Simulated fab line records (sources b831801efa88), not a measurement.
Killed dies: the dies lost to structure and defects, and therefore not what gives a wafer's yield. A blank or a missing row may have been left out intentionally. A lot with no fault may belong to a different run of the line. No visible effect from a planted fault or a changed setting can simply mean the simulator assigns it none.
2 desks looking at one fault    flow sky130    numbers are kept per desk, each desk with only its own; the story behind them comes last

== TOOL OWNER'S DESK, pvd_sputter-01 ==
At SKY_METAL1_SPUTTER_01 (material TiN, target thk 20 nm, time 16.7 s) the tool's own readings: per lot run on this tool, the mean of the sampled wafers that have a number. The brackets show how far a lot's mean lies from the usual mean; more than 4 standard deviations puts the lot out of limits, marked OUT.
Columns: A = throttle_valve_pct at SKY_METAL1_SPUTTER_01, usual 30.1 %
lot   first seen here  A
L291  day 31 19:26     30.4
L292  day 32 07:07     30.2
L293  day 32 17:08     31.2
L294  day 33 09:21     30.6
L297  day 34 11:00     30.7
L299  day 35 00:20     30.5
L309  day 37 21:05     30.5
This desk's finding: nothing out of limits on any of the 7 lots.

== METROLOGY DESK ==
Means of the sampled wafers that have a number, per lot and without regard to the tool the lot ran on: this is what the gauges read. The brackets show how far a lot's mean lies from the usual mean; more than 4 standard deviations puts the lot out of limits, marked OUT.
Columns: A = METAL5_ALCU_THK at SKY_METAL5_THK_MEAS_06, usual 1134 nm
lot   first seen here  A
L291  day 43 05:22     1136
L292  day 43 11:58     1130
L293  day 43 20:09     1146
L294  day 44 10:00     1151
L295  day 44 13:51     1139
L297  day 45 08:53     1145
L298  day 45 15:43     1128
L299  day 45 17:50     1136
L300  day 45 23:52     1145
L301  day 46 06:02     1126
L309  day 48 02:14     1140
L312  day 48 14:02     1143
L313  day 48 21:45     1127
This desk's finding: nothing out of limits on any of the 13 lots.

== ALL TOGETHER ==
The tool owner's desk saw nothing out of limits.
Metrology desk: nothing out of limits seen.

== WHAT THE SIMULATOR HAD INSERTED ==
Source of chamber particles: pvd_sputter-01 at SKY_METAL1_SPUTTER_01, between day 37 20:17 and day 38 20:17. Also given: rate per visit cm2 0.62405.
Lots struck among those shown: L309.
